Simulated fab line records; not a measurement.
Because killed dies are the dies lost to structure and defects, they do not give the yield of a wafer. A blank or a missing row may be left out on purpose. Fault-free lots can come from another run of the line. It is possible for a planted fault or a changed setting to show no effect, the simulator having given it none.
fab line records + flow sfq-line
record:
- lots: 13
- wafers: 39
- last-day: 92
route steps=325 shown I2@104 I3@134 I7@296 M8@325
lots with no fault: from the same line, run without faults
start-h: start of the lot's first displayed wafer, in hours after the record's first day + wait-h: hours from the lot's prior step to this one + " same as the row above + L1.1+2: a single row standing in for several wafers + - no value present, or no start provided + * or withheld: withheld + < > ~ a bound
route shown NAME@n: a module of which the file shows steps, and the number in the route of the first + usual: the fault-free wafers' mean and standard deviation + same: alike in all rows + chamber/n: place in a boat + sites: readings site by site + _std_site: the values' standard deviation + _edge_site: inner sites' mean taken away from outer sites' mean + radius-mm: how far each site lies from the wafer's centre + mask NAME#n: copy n + behind: the tool/chamber that last shaped the wafer + hold: the reason the lot was held/the length of the hold in hours/how it ended + device: which transistor (n, p or np) failed to switch + end of line: tests run on the same wafers once the route is complete + where a step has no rows: the recipe by itself + killed: dies that structure and defects cost at the first sort, which is not the same as the wafer's yield + map: a wafer's dies, marking killed ones x, the rest . and places with no die _
set.NAME: the setting the step ran with; set.NAME@STEP: the setting that earlier step ran with + model.NAME: the simulator's own value behind a step, which no gauge read
a sample of lots followed through the steps of the route, with each step as a table and each wafer as a row
services: from which hour (start-h, from the record's first day; less than 0 if before it) a tool's chamber was out of use, for how many hours, and why
== steps ==
step: SFQ_TRILAYER_I2_CMP_CMP_064
recipe:
- material: SiO2
- down-force-psi: 3
- platen-rpm: 60
- pad-velocity-m-s: 0.94248
usual:
- motor-current-A: 9.8/0.93
- slurry-flow-ml-min: 150.0/0.46
- time-to-endpoint-s: 209/9.6
| lot.wafer | tool   | chamber | start-h | wait-h | motor-current-A | slurry-flow-ml-min | time-to-endpoint-s |
|-----------|--------|---------|---------|--------|-----------------|--------------------|--------------------|
| L436.3    | cmp-01 | 2       | 838.43  | 32.3   | 9.8             | 149.8              | 195                |
| L436.1    | "      | 3       | "       | "      | 10.8            | 149.6              | 206                |
| L436.4    | "      | 0       | "       | "      | 8.8             | 150.2              | 221                |
| L437.1    | cmp-01 | 0       | 865.93  | 27.2   | 8.1             | 150.1              | 211                |
| L437.4    | "      | 1       | "       | "      | 10.2            | 149.9              | 221                |
| L437.5    | "      | 3       | 867.43  | 28.7   | 10.7            | 149.4              | 210                |
| L440.3    | cmp-01 | 0       | 904.93  | 28.9   | 8.5             | 149.9              | 206                |
| L440.4    | "      | 1       | "       | "      | 9.8             | 150.3              | 203                |
| L440.6    | "      | 2       | "       | "      | 10.1            | 150.2              | 191                |
| L443.3    | cmp-02 | 1       | 920.53  | 16.7   | 8.3             | 149.7              | 230                |
| L443.1    | "      | 2       | "       | "      | 10.2            | 149.3              | 222                |
| L443.6    | "      | 1       | 922.53  | 18.6   | 8.2             | 150.1              | 236                |
| L449.1    | cmp-01 | 3       | 944.80  | 12.5   | 11.0            | 150.8              | 193                |
| L449.2    | "      | 0       | "       | "      | 8.3             | 149.6              | 207                |
| L449.5    | "      | 0       | 947.30  | 14.9   | 8.4             | 149.9              | 210                |
| L452.2    | cmp-01 | 0       | 953.80  | 9.5    | 8.2             | 149.4              | 211                |
| L452.1    | "      | 2       | 954.80  | 10.5   | 10.6            | 149.7              | 192                |
| L452.6    | "      | 1       | 956.30  | 11.9   | 10.2            | 150.4              | 218                |
| L453.1    | cmp-01 | 1       | 957.30  | 1.0    | 10.1            | 149.1              | 199                |
| L453.2    | "      | 2       | "       | "      | 10.6            | 149.7              | 191                |
| L453.6    | "      | 0       | 958.80  | 2.4    | 8.9             | 149.5              | 207                |
| L454.2    | cmp-01 | 2       | 972.97  | 1.0    | 9.6             | 150.4              | 190                |
| L454.1    | "      | 3       | "       | "      | 11.2            | 149.7              | 195                |
| L454.5    | "      | 1       | 974.47  | 2.5    | 10.5            | 150.1              | 202                |
| L455.2    | cmp-01 | 2       | 991.10  | 1.0    | 10.3            | 149.2              | 202                |
| L455.6    | "      | 0       | 992.10  | 2.0    | 8.3             | 149.2              | 211                |
| L455.5    | "      | 1       | "       | "      | 10.6            | 150.2              | 219                |
| L456.4    | cmp-02 | 3       | 994.90  | 0.0    | 9.6             | 149.9              | 205                |
| L456.1    | "      | 0       | "       | "      | 9.8             | 149.9              | 201                |
| L456.5    | "      | 0       | 997.40  | 2.5    | 10.0            | 149.7              | 208                |
| L457.4    | cmp-02 | 1       | 1001.43 | 0.5    | 8.6             | 150.4              | 231                |
| L457.2    | "      | 3       | 1002.43 | 1.6    | 10.0            | 150.7              | 215                |
| L457.6    | "      | 1       | 1003.43 | 2.5    | 8.4             | 150.7              | 228                |
| L458.1    | cmp-02 | 1       | 1008.13 | 0.1    | 8.7             | 149.2              | 212                |
| L458.5    | "      | 1       | 1010.13 | 2.0    | 8.0             | 149.4              | 229                |
| L458.6    | "      | 2       | "       | "      | 11.0            | 150.3              | 214                |
| L459.1    | cmp-01 | 0       | 1015.80 | 0.5    | 8.6             | 150.4              | 217                |
| L459.6    | "      | 3       | 1017.30 | 2.0    | 11.6            | 150.2              | 205                |
| L459.5    | "      | 0       | "       | "      | 8.4             | 150.4              | 217                |
step: SFQ_TRILAYER_I3_CMP_CMP_082
recipe:
- material: SiO2
- down-force-psi: 3
- platen-rpm: 60
- pad-velocity-m-s: 0.94248
usual:
- motor-current-A: 9.9/0.94
- slurry-flow-ml-min: 149.9/0.45
- time-to-endpoint-s: 216/7.9
| lot.wafer | tool   | chamber | start-h | wait-h | motor-current-A | slurry-flow-ml-min | time-to-endpoint-s |
|-----------|--------|---------|---------|--------|-----------------|--------------------|--------------------|
| L436.3    | cmp-01 | 2       | 894.93  | 32.3   | 10.2            | 149.8              | 200                |
| L436.1    | "      | 0       | 895.93  | 33.3   | 8.2             | 149.5              | 217                |
| L436.4    | "      | 1       | "       | "      | 10.2            | 149.9              | 219                |
| L437.4    | cmp-02 | 1       | 906.53  | 27.0   | 8.3             | 149.5              | 221                |
| L437.1    | "      | 2       | "       | "      | 10.4            | 151.0              | 207                |
| L437.5    | "      | 3       | "       | "      | 10.0            | 150.1              | 211                |
| L440.4    | cmp-01 | 0       | 1053.02 | 5.0    | 8.7             | 150.3              | 190                |
| L440.3    | "      | 1       | "       | "      | 9.7             | 150.3              | 215                |
| L440.6    | "      | 3       | 1054.52 | 6.5    | 11.4            | 150.1              | 216                |
| L443.3    | cmp-02 | 2       | 1067.06 | 2.4    | 10.7            | 150.7              | 222                |
| L443.1    | "      | 0       | 1068.06 | 3.4    | 10.4            | 149.7              | 204                |
| L443.6    | "      | 3       | 1069.56 | 4.9    | 10.1            | 149.5              | 215                |
| L449.2    | cmp-02 | 0       | 1101.56 | 15.9   | 10.3            | 149.9              | 201                |
| L449.1    | "      | 2       | 1102.56 | 16.9   | 10.3            | 150.6              | 202                |
| L449.5    | "      | 3       | "       | "      | 9.7             | 150.2              | 220                |
| L452.2    | cmp-02 | 2       | 1113.06 | 19.6   | 10.6            | 149.6              | 215                |
| L452.1    | "      | 1       | 1114.56 | 21.1   | 8.1             | 150.0              | 218                |
| L452.6    | "      | 2       | "       | "      | 10.6            | 150.4              | 219                |
| L453.1    | cmp-02 | 2       | 1125.06 | 25.5   | 10.5            | 150.0              | 216                |
| L453.2    | "      | 1       | 1126.56 | 27.0   | 8.2             | 149.4              | 222                |
| L453.6    | "      | 3       | 1127.56 | 27.9   | 9.8             | 151.1              | 221                |
| L454.1    | cmp-02 | 0       | 1212.49 | 0.0    | 9.6             | 150.1              | 205                |
| L454.2    | "      | 3       | 1213.99 | 1.5    | 9.4             | 149.9              | 215                |
| L454.5    | "      | 0       | "       | "      | 10.1            | 150.6              | 212                |
| L455.2    | cmp-02 | 2       | 1224.09 | 1.0    | 10.4            | 150.5              | 218                |
| L455.5    | "      | 0       | 1225.09 | 2.0    | 10.0            | 150.1              | 213                |
| L455.6    | "      | 1       | "       | "      | 8.1             | 150.0              | 229                |
| L456.4    | cmp-01 | 2       | 1230.79 | 0.5    | 10.3            | 148.9              | 210                |
| L456.1    | "      | 3       | "       | "      | 11.1            | 150.0              | 222                |
| L456.5    | "      | 1       | 1232.29 | 2.0    | 10.3            | 149.4              | 219                |
| L457.2    | cmp-01 | 1       | 1237.99 | 0.5    | 10.4            | 150.0              | 212                |
| L457.4    | "      | 2       | "       | "      | 9.9             | 150.8              | 205                |
| L457.6    | "      | 1       | 1239.99 | 2.5    | 10.4            | 150.1              | 220                |
| L458.1    | cmp-02 | 2       | 1246.79 | 4.0    | 10.5            | 149.2              | 211                |
| L458.5    | "      | 3       | "       | "      | 10.0            | 150.3              | 215                |
| L458.6    | "      | 0       | "       | "      | 10.7            | 150.1              | 206                |
| L459.1    | cmp-02 | 2       | 1248.79 | 4.8    | 10.4            | 149.9              | 210                |
| L459.5    | "      | 1       | 1250.29 | 6.2    | 7.8             | 150.7              | 221                |
| L459.6    | "      | 2       | "       | "      | 10.7            | 150.4              | 214                |
step: SFQ_I3_BOW_MEAS_922
recipe:
- mode: bow
usual:
- I3_BOW: 4/9
| lot.wafer | tool          | chamber | start-h | wait-h | I3_BOW[um] |
|-----------|---------------|---------|---------|--------|------------|
| L436.1    | film-metro-01 | -       | 897.93  | 1.5    | -3         |
| L436.3    | "             | -       | "       | "      | -7         |
| L436.4    | "             | -       | "       | "      | 3          |
| L437.1    | film-metro-01 | -       | 908.53  | 1.0    | -5         |
| L437.4    | "             | -       | "       | "      | -5         |
| L437.5    | "             | -       | "       | "      | -6         |
| L440.3    | film-metro-02 | -       | 1055.06 | 1.0    | 20         |
| L440.4    | "             | -       | "       | "      | 8          |
| L440.6    | "             | -       | "       | "      | 19         |
| L440.3    | film-metro-02 | -       | 1056.38 | 1.3    | -          |
| L440.4    | "             | -       | "       | "      | -          |
| L440.6    | "             | -       | "       | "      | -          |
| L443.1    | film-metro-04 | -       | 1070.06 | 1.5    | 4          |
| L443.3    | "             | -       | "       | "      | 8          |
| L443.6    | "             | -       | "       | "      | 7          |
| L449.1    | film-metro-02 | -       | 1104.06 | 1.0    | -4         |
| L449.2    | "             | -       | "       | "      | 10         |
| L449.5    | "             | -       | "       | "      | 0          |
| L452.1    | film-metro-04 | -       | 1116.06 | 1.0    | 24         |
| L452.2    | "             | -       | "       | "      | 18         |
| L452.6    | "             | -       | "       | "      | 9          |
| L453.1    | film-metro-02 | -       | 1128.06 | 2.5    | 8          |
| L453.2    | "             | -       | "       | "      | 13         |
| L453.6    | "             | -       | "       | "      | 7          |
| L454.1    | film-metro-02 | -       | 1215.49 | 2.5    | -10        |
| L454.2    | "             | -       | "       | "      | 9          |
| L454.5    | "             | -       | "       | "      | -1         |
| L455.2    | film-metro-02 | -       | 1226.11 | 1.5    | 6          |
| L455.5    | "             | -       | "       | "      | -7         |
| L455.6    | "             | -       | "       | "      | 6          |
| L456.1    | film-metro-01 | -       | 1233.29 | 1.5    | 17         |
| L456.4    | "             | -       | "       | "      | 13         |
| L456.5    | "             | -       | "       | "      | 19         |
| L457.2    | film-metro-01 | -       | 1240.51 | 2.0    | 4          |
| L457.4    | "             | -       | "       | "      | 14         |
| L457.6    | "             | -       | "       | "      | 15         |
| L458.1    | film-metro-02 | -       | 1248.29 | 1.0    | 13         |
| L458.5    | "             | -       | "       | "      | 7          |
| L458.6    | "             | -       | "       | "      | 1          |
| L459.1    | film-metro-04 | -       | 1251.29 | 2.0    | 10         |
| L459.5    | "             | -       | "       | "      | 0          |
| L459.6    | "             | -       | "       | "      | -3         |
step: SFQ_TRILAYER_I3_METRO_MEASURE_083
usual:
- thk-nm: 199.8/1.3
| lot.wafer | tool          | chamber | start-h | wait-h | thk-nm |
|-----------|---------------|---------|---------|--------|--------|
| L436.1    | film-metro-01 | -       | 898.05  | 0.1    | 200.0  |
| L436.3    | "             | -       | "       | "      | 197.4  |
| L436.4    | "             | -       | "       | "      | 199.4  |
| L437.1    | film-metro-01 | -       | 908.65  | 0.1    | 199.5  |
| L437.4    | "             | -       | "       | "      | 200.2  |
| L437.5    | "             | -       | "       | "      | 199.2  |
| L440.3    | film-metro-02 | -       | 1059.78 | 3.4    | 200.9  |
| L440.4    | "             | -       | "       | "      | 252.7  |
| L440.6    | "             | -       | "       | "      | 200.0  |
| L440.3    | film-metro-02 | -       | 1061.15 | 1.2    | 200.8  |
| L440.4    | "             | -       | "       | "      | 252.5  |
| L440.6    | "             | -       | "       | "      | 199.9  |
| L443.1    | film-metro-04 | -       | 1070.18 | 0.1    | 200.1  |
| L443.3    | "             | -       | "       | "      | 201.1  |
| L443.6    | "             | -       | "       | "      | 199.8  |
| L449.1    | film-metro-02 | -       | 1104.18 | 0.1    | 200.5  |
| L449.2    | "             | -       | "       | "      | 198.4  |
| L449.5    | "             | -       | "       | "      | 200.1  |
| L452.1    | film-metro-04 | -       | 1116.18 | 0.1    | 201.6  |
| L452.2    | "             | -       | "       | "      | 201.1  |
| L452.6    | "             | -       | "       | "      | 200.7  |
| L453.1    | film-metro-02 | -       | 1128.18 | 0.1    | 200.7  |
| L453.2    | "             | -       | "       | "      | 202.1  |
| L453.6    | "             | -       | "       | "      | 200.8  |
| L454.1    | film-metro-02 | -       | 1215.61 | 0.1    | 198.8  |
| L454.2    | "             | -       | "       | "      | 201.7  |
| L454.5    | "             | -       | "       | "      | 199.8  |
| L455.2    | film-metro-02 | -       | 1226.41 | 0.3    | 200.4  |
| L455.5    | "             | -       | "       | "      | 199.0  |
| L455.6    | "             | -       | "       | "      | 200.9  |
| L456.1    | film-metro-01 | -       | 1233.41 | 0.1    | 199.5  |
| L456.4    | "             | -       | "       | "      | 197.8  |
| L456.5    | "             | -       | "       | "      | 198.9  |
| L457.2    | film-metro-01 | -       | 1240.81 | 0.3    | 198.2  |
| L457.4    | "             | -       | "       | "      | 198.6  |
| L457.6    | "             | -       | "       | "      | 200.0  |
| L458.1    | film-metro-02 | -       | 1248.41 | 0.1    | 199.8  |
| L458.5    | "             | -       | "       | "      | 201.1  |
| L458.6    | "             | -       | "       | "      | 199.1  |
| L459.1    | film-metro-04 | -       | 1251.41 | 0.1    | 197.7  |
| L459.5    | "             | -       | "       | "      | 200.5  |
| L459.6    | "             | -       | "       | "      | 199.5  |
step: SFQ_TRILAYER_I3_VIA_ETCH_VIA_ETCH_088
recipe:
- target: SiO2
- stop-on: Nb
- mask-material: PR
- taper-deg: 20
- chemistry: CHF3
- target-depth-nm: 260
- source-w: 500
- bias-w: 80
- pressure-mtorr: 30
- time-s: withheld
usual:
- drypump-motor-current-A: 6.0/0.52
- oes-product-au: 0.854/0.0053
| lot.wafer | tool        | chamber | start-h | wait-h | drypump-motor-current-A | oes-product-au |
|-----------|-------------|---------|---------|--------|-------------------------|----------------|
| L436.1    | rie-diel-02 | 3       | 1030.15 | 0.0    | 6.3                     | 0.858          |
| L436.3    | "           | 0       | "       | "      | 6.1                     | 0.846          |
| L436.4    | "           | 1       | "       | "      | 5.0                     | 0.847          |
| L437.1    | rie-diel-03 | 1       | 1031.35 | 0.0    | 6.2                     | 0.850          |
| L437.4    | "           | 0       | "       | "      | 5.8                     | 0.856          |
| L437.5    | "           | 2       | "       | "      | 6.3                     | 0.848          |
| L440.3    | rie-diel-03 | 2       | 1162.33 | 0.0    | 6.3                     | 0.860          |
| L440.4    | "           | 0       | "       | "      | 5.7                     | 0.985          |
| L440.6    | "           | 0       | "       | "      | 5.7                     | 0.852          |
| L443.1    | rie-diel-04 | 3       | 1175.53 | 0.0    | 5.8                     | 0.855          |
| L443.3    | "           | 1       | "       | "      | 6.6                     | 0.855          |
| L443.6    | "           | 0       | "       | "      | 5.1                     | 0.855          |
| L449.1    | rie-diel-02 | 1       | 1206.28 | 0.0    | 5.0                     | 0.856          |
| L449.2    | "           | 0       | "       | "      | 6.0                     | 0.851          |
| L449.5    | "           | 0       | "       | "      | 6.1                     | 0.853          |
| L452.1    | rie-diel-02 | 2       | 1228.10 | 0.0    | 6.3                     | 0.858          |
| L452.2    | "           | 3       | "       | "      | 6.3                     | 0.847          |
| L452.6    | "           | 3       | "       | "      | 6.3                     | 0.860          |
| L453.1    | rie-diel-02 | 1       | 1240.67 | 0.0    | 5.0                     | 0.847          |
| L453.2    | "           | 2       | "       | "      | 6.4                     | 0.863          |
| L453.6    | "           | 1       | "       | "      | 5.0                     | 0.861          |
| L454.1    | rie-diel-02 | 3       | 1327.60 | 0.0    | 6.3                     | 0.842          |
| L454.2    | "           | 0       | "       | "      | 6.1                     | 0.860          |
| L454.5    | "           | 2       | "       | "      | 6.4                     | 0.857          |
| L455.2    | rie-diel-02 | 0       | 1338.40 | 0.0    | 6.0                     | 0.853          |
| L455.5    | "           | 2       | "       | "      | 6.4                     | 0.852          |
| L455.6    | "           | 3       | "       | "      | 6.3                     | 0.854          |
| L456.1    | rie-diel-02 | 3       | 1348.00 | 0.0    | 6.3                     | 0.859          |
| L456.4    | "           | 2       | "       | "      | 6.4                     | 0.842          |
| L456.5    | "           | 3       | "       | "      | 6.3                     | 0.857          |
| L457.2    | rie-diel-02 | 1       | 1356.52 | 0.0    | 5.0                     | 0.849          |
| L457.4    | "           | 3       | "       | "      | 6.3                     | 0.850          |
| L457.6    | "           | 3       | "       | "      | 6.3                     | 0.853          |
| L458.1    | rie-diel-02 | 3       | 1363.85 | 0.0    | 6.3                     | 0.861          |
| L458.5    | "           | 2       | "       | "      | 6.4                     | 0.858          |
| L458.6    | "           | 3       | "       | "      | 6.3                     | 0.852          |
| L459.1    | rie-diel-03 | 2       | 1366.25 | 0.0    | 6.3                     | 0.847          |
| L459.5    | "           | 0       | "       | "      | 5.7                     | 0.858          |
| L459.6    | "           | 3       | "       | "      | 6.3                     | 0.850          |
step: SFQ_TRILAYER_I7_DEP_PECVD_183
recipe:
- material: SiO2
- temp-c: 150
- time-s: 111.11
- pressure-torr: 2.4
- rf-w: 183.3
- precursor: SiH4/N2O
- target-thk-nm: 500
usual:
- chamber-pressure-Torr: 2.400/0.0051
- heater-power-w: 79/8.3
- throttle-valve-pct: 24.1/1.5
| lot.wafer | tool     | chamber | start-h | wait-h | chamber-pressure-Torr | heater-power-w | throttle-valve-pct |
|-----------|----------|---------|---------|--------|-----------------------|----------------|--------------------|
| L436.1    | pecvd-04 | 0       | 1694.08 | 0.0    | 2.395                 | 77             | 23.7               |
| L436.3    | "        | 2       | "       | "      | 2.398                 | 75             | 24.5               |
| L436.4    | "        | 2       | "       | "      | 2.396                 | 77             | 24.7               |
| L437.1    | pecvd-04 | 1       | 1699.87 | 0.0    | 2.405                 | 80             | 26.5               |
| L437.4    | "        | 0       | "       | "      | 2.395                 | 74             | 23.8               |
| L437.5    | "        | 1       | "       | "      | 2.403                 | 81             | 26.7               |
| L440.3    | pecvd-01 | 2       | 1731.07 | 0.0    | 2.398                 | 80             | 23.3               |
| L440.4    | "        | 2       | "       | "      | 2.396                 | 85             | 23.3               |
| L440.6    | "        | 0       | "       | "      | 2.398                 | 84             | 24.5               |
| L443.1    | pecvd-01 | 1       | 1802.55 | 0.0    | 2.396                 | 74             | 24.2               |
| L443.3    | "        | 2       | "       | "      | 2.399                 | 74             | 23.3               |
| L443.6    | "        | 1       | "       | "      | 2.406                 | 59             | 24.7               |
| L449.1    | pecvd-03 | 1       | 1951.76 | 0.0    | 2.405                 | 92             | 22.8               |
| L449.2    | "        | 0       | "       | "      | 2.402                 | 78             | 21.8               |
| L449.5    | "        | 0       | "       | "      | 2.405                 | 80             | 21.9               |
| L452.1    | pecvd-03 | 2       | 1964.17 | 0.0    | 2.404                 | 91             | 24.8               |
| L452.2    | "        | 1       | "       | "      | 2.406                 | 86             | 22.9               |
| L452.6    | "        | 1       | "       | "      | 2.407                 | 89             | 23.0               |
| L453.1    | pecvd-01 | 1       | 2068.19 | 0.0    | 2.404                 | 66             | 25.4               |
| L453.2    | "        | 2       | "       | "      | 2.398                 | 86             | 23.9               |
| L453.6    | "        | 1       | "       | "      | 2.390                 | 69             | 25.5               |
| L454.1    | pecvd-04 | 2       | 2089.79 | 0.0    | 2.406                 | 72             | 23.2               |
| L454.2    | "        | 0       | "       | "      | 2.402                 | 67             | 21.6               |
| L454.5    | "        | 0       | "       | "      | 2.393                 | 74             | 21.6               |
| L455.2    | pecvd-03 | 1       | 2093.51 | 0.0    | 2.409                 | 84             | 23.4               |
| L455.5    | "        | 2       | "       | "      | 2.400                 | 94             | 25.3               |
| L455.6    | "        | 0       | "       | "      | 2.395                 | 78             | 21.9               |
| L456.1    | pecvd-01 | 0       | 2113.91 | 0.0    | 2.398                 | 72             | 26.0               |
| L456.4    | "        | 0       | "       | "      | 2.394                 | 79             | 25.7               |
| L456.5    | "        | 2       | "       | "      | 2.410                 | 83             | 23.7               |
| L457.2    | pecvd-04 | 1       | 2121.17 | 0.0    | 2.395                 | 88             | 23.7               |
| L457.4    | "        | 1       | "       | "      | 2.390                 | 89             | 24.2               |
| L457.6    | "        | 0       | "       | "      | 2.402                 | 78             | 21.7               |
| L458.1    | pecvd-03 | 2       | 2127.17 | 0.0    | 2.404                 | 94             | 25.5               |
| L458.5    | "        | 2       | "       | "      | 2.401                 | 97             | 25.5               |
| L458.6    | "        | 0       | "       | "      | 2.408                 | 74             | 21.9               |
| L459.1    | pecvd-01 | 0       | 2142.32 | 0.0    | 2.395                 | 84             | 26.1               |
| L459.5    | "        | 1       | "       | "      | 2.392                 | 74             | 25.6               |
| L459.6    | "        | 2       | "       | "      | 2.405                 | 86             | 24.0               |
step: SFQ_M8_BOW_MEAS_951
recipe:
- mode: bow
usual:
- M8_BOW: 9/11
| lot.wafer | tool          | chamber | start-h | wait-h | M8_BOW[um] |
|-----------|---------------|---------|---------|--------|------------|
| L436.1    | film-metro-01 | -       | 1815.87 | 0.0    | -2         |
| L436.3    | "             | -       | "       | "      | -4         |
| L436.4    | "             | -       | "       | "      | 5          |
| L437.1    | film-metro-01 | -       | 1821.87 | 0.0    | 1          |
| L437.4    | "             | -       | "       | "      | 1          |
| L437.5    | "             | -       | "       | "      | 1          |
| L440.3    | film-metro-04 | -       | 1860.01 | 0.0    | 26         |
| L440.4    | "             | -       | "       | "      | 13         |
| L440.6    | "             | -       | "       | "      | 26         |
| L443.1    | film-metro-03 | -       | 1919.13 | 0.0    | -3         |
| L443.3    | "             | -       | "       | "      | 2          |
| L443.6    | "             | -       | "       | "      | -1         |
| L449.1    | film-metro-01 | -       | 1976.75 | 0.0    | 6          |
| L449.2    | "             | -       | "       | "      | 21         |
| L449.5    | "             | -       | "       | "      | 10         |
| L452.1    | film-metro-01 | -       | 1980.35 | 0.0    | 36         |
| L452.2    | "             | -       | "       | "      | 31         |
| L452.6    | "             | -       | "       | "      | 21         |
| L453.1    | film-metro-03 | -       | 2094.82 | 0.0    | 10         |
| L453.2    | "             | -       | "       | "      | 16         |
| L453.6    | "             | -       | "       | "      | 10         |
| L454.1    | film-metro-03 | -       | 2102.49 | 0.0    | -8         |
| L454.2    | "             | -       | "       | "      | 10         |
| L454.5    | "             | -       | "       | "      | 0          |
| L455.2    | film-metro-01 | -       | 2105.09 | 0.0    | 21         |
| L455.5    | "             | -       | "       | "      | 7          |
| L455.6    | "             | -       | "       | "      | 20         |
| L456.1    | film-metro-04 | -       | 2126.81 | 0.0    | 17         |
| L456.4    | "             | -       | "       | "      | 14         |
| L456.5    | "             | -       | "       | "      | 21         |
| L457.2    | film-metro-04 | -       | 2133.97 | 0.0    | 0          |
| L457.4    | "             | -       | "       | "      | 11         |
| L457.6    | "             | -       | "       | "      | 10         |
| L458.1    | film-metro-04 | -       | 2138.91 | 0.0    | 29         |
| L458.5    | "             | -       | "       | "      | 21         |
| L458.6    | "             | -       | "       | "      | 16         |
| L459.1    | film-metro-03 | -       | 2219.34 | 0.0    | 15         |
| L459.5    | "             | -       | "       | "      | 7          |
| L459.6    | "             | -       | "       | "      | 4          |
== services ==
| tool   | chamber | start-h | hours | kind   |
|--------|---------|---------|-------|--------|
| cmp-02 | -       | 868.22  | 3.3   | pm     |
| cmp-02 | -       | 889.27  | 1.3   | repair |
| cmp-01 | -       | 915.93  | 4.0   | pm     |
| cmp-01 | -       | 936.87  | 0.8   | repair |
| cmp-02 | -       | 1080.93 | 0.5   | repair |
| cmp-02 | -       | 1091.06 | 4.0   | pm     |
| cmp-02 | -       | 1120.60 | 0.5   | repair |
| cmp-01 | -       | 1121.25 | 5.0   | pm     |
| cmp-02 | -       | 1161.06 | 5.1   | pm     |
| cmp-01 | -       | 1191.19 | 3.0   | repair |
| cmp-01 | -       | 1258.49 | 4.0   | pm     |
| cmp-02 | -       | 1293.29 | 14.6  | pm     |
| cmp-01 | -       | 1310.49 | 4.4   | pm     |
| cmp-02 | -       | 1383.34 | 0.6   | repair |
| cmp-02 | -       | 1433.54 | 4.0   | pm     |
| cmp-01 | -       | 1451.01 | 1.4   | repair |
| cmp-02 | -       | 1511.31 | 1.9   | repair |
| cmp-02 | -       | 1523.01 | 1.9   | repair |
| cmp-02 | -       | 1524.89 | 4.7   | pm     |
| cmp-01 | -       | 1529.01 | 5.9   | repair |
| cmp-02 | -       | 1535.54 | 4.8   | pm     |
| cmp-01 | -       | 1583.69 | 5.3   | repair |
| cmp-01 | -       | 1586.61 | 2.9   | repair |
| cmp-01 | -       | 1598.83 | 4.0   | pm     |
== key ==
first-sign:
- step: SFQ_TRILAYER_I3_CMP_CMP_082
- reading: time-to-endpoint-s
- direction: down
- sigmas: 3.2
- usual: *
- struck: *
effect:
- step: SFQ_I3_BOW_MEAS_922
- reading: visit
- direction: added
effect:
- step: SFQ_TRILAYER_I3_METRO_MEASURE_083
- reading: visit
- direction: added
effect:
- step: SFQ_TRILAYER_I3_METRO_MEASURE_083
- reading: thk-nm
- direction: up
- sigmas: 41
- usual: 199.8
- struck: 252.7
effect:
- step: SFQ_TRILAYER_I3_VIA_ETCH_VIA_ETCH_088
- reading: oes-product-au
- direction: up
- sigmas: 25
- usual: 0.854
- struck: 0.985
met-at SFQ_TRILAYER_I3_CMP_CMP_082
struck-lots L440
struck-wafers L440.4
not-acting-at SFQ_TRILAYER_I2_CMP_CMP_064,SFQ_TRILAYER_I7_DEP_PECVD_183,SFQ_M8_BOW_MEAS_951
fault:
- kind: process-parameter-drift
- tool: cmp-01
- chamber: 0
- onset-h: 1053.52
- steps: SFQ_TRILAYER_I3_CMP_CMP_082
- channel: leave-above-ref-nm
- offset: 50
- shape: step
- end-h: 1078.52
- acts-in: these-recipes-only
- stated: 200
